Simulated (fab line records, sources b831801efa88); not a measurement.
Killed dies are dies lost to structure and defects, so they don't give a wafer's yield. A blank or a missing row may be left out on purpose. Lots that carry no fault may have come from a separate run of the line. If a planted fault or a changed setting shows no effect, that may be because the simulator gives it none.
fab line records    flow sky130
record lots=14  wafers=42  last_day=50
route steps=708 shown GATE_OXIDE@188 CAP2M@607 METAL4@633 METAL5@661 PAD_OPEN@708
lots with no fault: from the same line, run without faults
start_h: hours from the record's opening day to when the first of the lot's shown wafers began    wait_h: how many hours have passed since the lot's step before this one    " identical to the entry in the row above    L1.1+2: one row covering several wafers at once    - value missing, or start not given    * or withheld: withheld    < > ~ a bound
route shown NAME@n: names a module that has steps shown in the file, with the first one's number in the route    usual: mean/standard deviation of fault-free wafers    same: alike in all rows    chamber/n: place in a boat    sites: the reading at each site    _std_site: standard deviation of those values    _edge_site: the outer-site mean with the inner-site mean subtracted    radius_mm: how far each site lies from the wafer's centre    mask NAME#n: copy n    behind: the most recent tool/chamber to have shaped the wafer    hold: reason for holding the lot/hours on hold/outcome of the hold    device: the transistor (n, p or np) that didn't switch    end of line: the route-end tests of the same wafers    where a step has no rows: the recipe by itself    killed: dies lost to structure and defects at the first sort, not the wafer's yield    map: the dies of a wafer, with x for killed, . for not killed, _ for no die there
set.NAME: the setting as run; set.NAME@STEP: as run at that earlier step    model.NAME: the simulator's own value behind a step, which no gauge read
a sample of lots followed through the steps of the route, with each step as a table and each wafer as a row
services: the hour from which a tool's chamber was out of use, counted from the record's first day as start_h (under 0 if before that day), plus the number of hours and why
## steps
# step SKY_GATE_OXIDE_OXIDATION_01
# recipe temp_c=900  ambient=O2  stabilise_s=600  purge_s=300  target_thk_a=102.68  ox_time_s=1473
lot.wafer   tool        chamber  start_h  wait_h
L711.1+2+4  furnace-02  0        288.93   0.9
L712.1+2+5  furnace-01  0        303.42   0.8
L713.1+3+4  furnace-02  0        303.75   0.0
L714.1+3+6  furnace-02  0        314.85   0.0
L715.1+3+6  furnace-01  0        318.69   0.6
L719.1+4+5  furnace-01  0        358.00   0.0
L720.2+3+5  furnace-01  0        372.72   1.3
L721.1+2+3  furnace-01  0        382.86   1.0
L728.1+4+5  furnace-02  0        435.12   1.7
L729.3+4+6  furnace-01  0        439.67   0.0
L730.1+3+4  furnace-01  0        445.30   0.0
L731.2+3+6  furnace-01  0        459.61   2.2
L732.2+4+6  furnace-01  0        464.84   3.6
L733.1+3+4  furnace-01  0        481.85   4.4
# step SKY_CAP2M_THK_MEAS_04
# recipe thk_meas_gauge=xrf  reads=TiN_of_CAP2M_SPUTTER_02
# usual CAP2M_TIN_THK=200.3/2.4
lot.wafer  tool           chamber  start_h  wait_h  CAP2M_TIN_THK[nm]
L711.1     film_metro-04  -        941.92   0.1     201.5
L711.2     "              -        "        "       202.6
L711.4     "              -        "        "       197.6
L712.1     film_metro-01  -        949.11   0.1     199.4
L712.2     "              -        "        "       199.4
L712.5     "              -        "        "       202.4
L713.1     film_metro-01  -        950.93   0.1     197.4
L713.3     "              -        "        "       199.6
L713.4     "              -        "        "       200.6
L714.1     film_metro-03  -        960.82   0.1     198.5
L714.3     "              -        "        "       198.0
L714.6     "              -        "        "       196.6
L715.1     film_metro-01  -        967.85   0.1     199.6
L715.3     "              -        "        "       200.6
L715.6     "              -        "        "       199.0
L719.1     film_metro-04  -        1003.83  0.1     202.8
L719.4     "              -        "        "       204.1
L719.5     "              -        "        "       202.9
L720.2     film_metro-01  -        1010.00  0.1     200.5
L720.3     "              -        "        "       200.5
L720.5     "              -        "        "       200.4
L721.1     film_metro-01  -        1021.81  0.1     200.7
L721.2     "              -        "        "       202.6
L721.3     "              -        "        "       204.6
L728.1     film_metro-04  -        1059.83  0.1     203.1
L728.4     "              -        "        "       200.3
L728.5     "              -        "        "       202.3
L729.3     film_metro-03  -        1060.23  0.1     201.2
L729.4     "              -        "        "       200.3
L729.6     "              -        "        "       202.0
L730.1     film_metro-03  -        1062.22  0.1     201.2
L730.3     "              -        "        "       197.0
L730.4     "              -        "        "       199.8
L731.2     film_metro-03  -        1075.31  0.1     198.9
L731.3     "              -        "        "       204.2
L731.6     "              -        "        "       200.5
L732.2     film_metro-03  -        1077.09  0.1     198.3
L732.4     "              -        "        "       198.4
L732.6     "              -        "        "       198.3
L733.1     film_metro-03  -        1088.93  0.1     198.1
L733.3     "              -        "        "       195.7
L733.4     "              -        "        "       200.0
# step SKY_METAL4_ETCH_17
# recipe target=SiO2  stop_on=TiN  chemistry=C4F8/O2/Ar  source_w=1500  bias_w=1200  pressure_mtorr=40  c4f8_flow_sccm=withheld  O2_flow_sccm=6  Ar_flow_sccm=300  time_s=3.9  target_depth_a=150
# usual oes_product_au=0.755/0.0066
lot.wafer  tool         chamber  start_h  wait_h  oes_product_au  rf_hours_counter_h
L711.1     rie_diel-04  3        989.92   0.1     0.758           13
L711.2     "            2        "        "       0.747           14
L711.4     "            0        "        "       0.765           1
L712.1     rie_diel-01  3        997.93   0.1     0.746           16
L712.2     "            2        "        "       0.754           9
L712.5     "            3        "        "       0.755           -
L713.1     rie_diel-01  2        999.67   0.1     0.756           9
L713.3     "            3        "        "       0.747           16
L713.4     "            1        "        "       0.769           7
L714.1     rie_diel-01  1        1008.48  0.1     0.752           8
L714.3     "            0        "        "       0.748           8
L714.6     "            1        "        "       0.768           -
L715.1     rie_diel-04  2        1015.02  0.1     0.748           15
L715.3     "            1        "        "       0.759           13
L715.6     "            0        "        "       0.756           -
L719.1     rie_diel-02  1        1048.83  0.1     0.749           22
L719.4     "            3        "        "       0.756           -
L719.5     "            1        "        "       0.752           -
L720.2     rie_diel-01  0        1055.27  0.1     0.755           10
L720.3     "            1        "        "       0.770           9
L720.5     "            0        "        "       0.758           -
L721.1     rie_diel-01  1        1067.02  0.1     0.744           10
L721.2     "            3        "        "       0.744           18
L721.3     "            0        "        "       0.749           10
L728.1     rie_diel-04  0        1102.27  0.1     0.755           4
L728.4     "            3        "        "       0.761           16
L728.5     "            1        "        "       0.765           -
L729.3     rie_diel-04  3        1103.02  0.0     0.745           16
L729.4     "            1        "        "       0.752           16
L729.6     "            2        "        "       0.766           -
L730.1     rie_diel-02  3        1104.88  0.1     0.752           11
L730.3     "            1        "        "       0.750           25
L730.4     "            2        "        "       0.753           -
L731.2     rie_diel-02  2        1117.32  0.1     0.759           14
L731.3     "            0        "        "       0.750           26
L731.6     "            2        "        "       0.749           -
L732.2     rie_diel-02  1        1118.47  0.1     0.757           25
L732.4     "            3        "        "       0.767           11
L732.6     "            2        "        "       0.761           -
L733.1     rie_diel-01  1        1129.82  0.1     0.771           12
L733.3     "            3        "        "       0.756           20
L733.4     "            1        "        "       0.754           -
# step SKY_METAL5_SPUTTER_00
# recipe material=Ti  target_thk_nm=15  power_w=3000  time_s=10  chamber_pressure_pa=0.4
# usual throttle_valve_pct=30.1/0.89
lot.wafer  tool            chamber  start_h  wait_h  throttle_valve_pct
L711.1     pvd_sputter-02  -        1015.23  0.1     29.1
L711.2     "               -        "        "       31.4
L711.4     "               -        "        "       31.0
L712.1     pvd_sputter-03  -        1024.13  0.1     30.6
L712.2     "               -        "        "       29.8
L712.5     "               -        "        "       29.7
L713.1     pvd_sputter-03  -        1026.07  0.1     29.7
L713.3     "               -        "        "       31.1
L713.4     "               -        "        "       29.7
L714.1     pvd_sputter-03  -        1033.33  0.1     30.4
L714.3     "               -        "        "       30.8
L714.6     "               -        "        "       30.6
L715.1     pvd_sputter-02  -        1039.38  0.2     28.9
L715.3     "               -        "        "       31.4
L715.6     "               -        "        "       31.8
L719.1     pvd_sputter-03  -        1073.34  0.2     30.1
L719.4     "               -        "        "       29.7
L719.5     "               -        "        "       30.6
L720.2     pvd_sputter-03  -        1079.42  0.2     29.7
L720.3     "               -        "        "       31.0
L720.5     "               -        "        "       31.4
L721.1     pvd_sputter-03  -        1091.13  0.1     29.7
L721.2     "               -        "        "       31.1
L721.3     "               -        "        "       30.2
L728.1     pvd_sputter-03  -        1124.91  0.1     31.1
L728.4     "               -        "        "       29.8
L728.5     "               -        "        "       29.5
L729.3     pvd_sputter-01  -        1125.14  0.1     28.7
L729.4     "               -        "        "       28.6
L729.6     "               -        "        "       31.0
L730.1     pvd_sputter-02  -        1126.69  0.1     31.5
L730.3     "               -        "        "       28.9
L730.4     "               -        "        "       31.0
L731.2     pvd_sputter-01  -        1139.34  0.2     28.4
L731.3     "               -        "        "       29.3
L731.6     "               -        "        "       30.7
L732.2     pvd_sputter-03  -        1140.65  0.1     30.9
L732.4     "               -        "        "       30.9
L732.6     "               -        "        "       30.4
L733.1     pvd_sputter-01  -        1150.88  0.2     28.6
L733.3     "               -        "        "       29.4
L733.4     "               -        "        "       30.5
# step SKY_PAD_OPEN_PROBE_99
# usual killed_at_M0_to_M3=42/7.6  killed_at_M4_up=2.9/1.7  killed_at_contacts=24/5.1  killed_at_front_end=15/4  killed_at_other=0.2/0.38  killed_dies=84/9.9  killed_on_rim=16/4  killed_open=46/7.2  killed_short=38/6.6
# same gross_dies=492  killed_at_back_side=0
lot.wafer  tool       chamber  start_h  wait_h  killed_at_M0_to_M3  killed_at_M4_up  killed_at_contacts  killed_at_front_end  killed_at_other  killed_dies  killed_on_rim  killed_open  killed_short
L720.2     prober-02  -        1141.96  0.1     44                  3                34                  104                  0                185          34             52           40
L720.3     prober-02  -        1142.01  0.2     28                  1                21                  113                  0                163          36             35           22
L720.5     prober-02  -        1142.11  0.2     49                  4                21                  102                  0                176          31             58           27
L721.1     prober-01  -        1153.26  0.1     38                  0                29                  105                  0                172          37             41           36
L721.2     prober-01  -        1153.31  0.1     40                  4                22                  110                  1                177          23             43           37
L721.3     prober-01  -        1153.36  0.2     31                  1                28                  120                  0                180          36             43           34
# killed by level:class
L720.2 GATE_OXIDE:unspecified=93 CONTACT:geometric_particle:open=16 VIA2:geometric_particle:open=8 LI_CONTACT:geometric_particle:open=8 VIA1:geometric_particle:open=8 VIA1:geometric_particle:short=7 METAL2:geometric_particle:short=6 METAL1:geometric_particle:short=5
L720.3 GATE_OXIDE:unspecified=106 VIA1:geometric_particle:open=8 CONTACT:geometric_particle:open=7 LI_CONTACT:geometric_particle:open=5 CONTACT:geometric_particle:short=4 VIA3:geometric_particle:open=4 POLY_GATE:geometric_particle:short=3 METAL1:geometric_particle:short=3
L720.5 GATE_OXIDE:unspecified=91 VIA1:geometric_particle:open=12 CONTACT:geometric_particle:open=9 VIA2:geometric_particle:open=8 VIA3:geometric_particle:open=8 POLY_GATE:geometric_particle:open=6 LI_CONTACT:geometric_particle:open=5 METAL1:geometric_particle:short=5
L721.1 GATE_OXIDE:unspecified=95 VIA1:geometric_particle:open=12 CONTACT:geometric_particle:open=11 CONTACT:geometric_particle:short=6 LOCAL_INTERCONNECT:geometric_particle:short=5 METAL2:geometric_particle:short=5 LI_CONTACT:geometric_particle:open=4 VIA3:geometric_particle:open=4
L721.2 GATE_OXIDE:unspecified=97 VIA2:geometric_particle:open=9 METAL2:geometric_particle:short=8 CONTACT:geometric_particle:open=6 VIA1:geometric_particle:open=6 METAL3:geometric_particle:short=5 LI_CONTACT:geometric_particle:short=4 LOCAL_INTERCONNECT:geometric_particle:short=4
L721.3 GATE_OXIDE:unspecified=103 LI_CONTACT:geometric_particle:open=10 CONTACT:geometric_particle:open=6 VIA1:geometric_particle:open=6 VIA3:geometric_particle:open=6 VIA3:geometric_particle:short=6 CONTACT:geometric_particle:short=5 FIELD_ISO:geometric_particle:open=4
## services
tool            chamber  start_h  hours  kind
rie_diel-01     3        265.13   12.0   repair
furnace-01      -        320.10   4.2    pm
pvd_sputter-03  -        368.42   3.8    repair
furnace-01      -        401.03   3.2    pm
pvd_sputter-03  -        479.02   5.9    repair
furnace-01      -        505.88   3.7    pm
furnace-01      -        509.62   3.6    pm
pvd_sputter-03  -        532.88   1.4    repair
pvd_sputter-03  -        571.03   1.1    repair
pvd_sputter-03  -        587.27   2.6    repair
pvd_sputter-03  -        639.53   21.8   repair
furnace-01      -        656.02   3.2    pm
furnace-01      -        787.71   3.2    pm
furnace-01      -        823.78   3.5    pm
pvd_sputter-03  -        879.41   2.4    repair
pvd_sputter-03  -        914.68   2.8    repair
pvd_sputter-03  -        917.05   0.6    repair
pvd_sputter-03  -        985.56   0.9    repair
furnace-01      -        991.78   3.6    pm
furnace-01      -        1068.64  2.9    pm
furnace-01      -        1082.24  23.6   repair
furnace-01      -        1110.65  10.1   pm
pvd_sputter-03  -        1116.04  1.3    repair
furnace-01      -        1120.77  3.9    pm
## key
first_sign step=SKY_PAD_OPEN_PROBE_99  reading=killed_at_front_end  direction=up  sigmas=24  usual=15  struck=109
effect step=SKY_PAD_OPEN_PROBE_99  reading=killed_dies  direction=up  sigmas=9.3  usual=84  struck=176
met_at SKY_GATE_OXIDE_OXIDATION_01
struck_lots L720,L721
tester_left_out L720,L721
not_acting_at SKY_CAP2M_THK_MEAS_04,SKY_METAL4_ETCH_17,SKY_METAL5_SPUTTER_00
onset_between 358.00 372.72
fault kind=chamber_particle_source  tool=furnace-01  chamber=-  onset_h=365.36  steps=SKY_GATE_OXIDE_OXIDATION_01  rate_per_visit_cm2=0.45204  end_h=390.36
# tester_left_out: of these lots the tester's yield and bins aren't shown, on N5 and GAA mostly nor the transistor test; their killed dies are dies lost to structure and defects alone, not to doping, threshold or leakage, so they don't give the yield
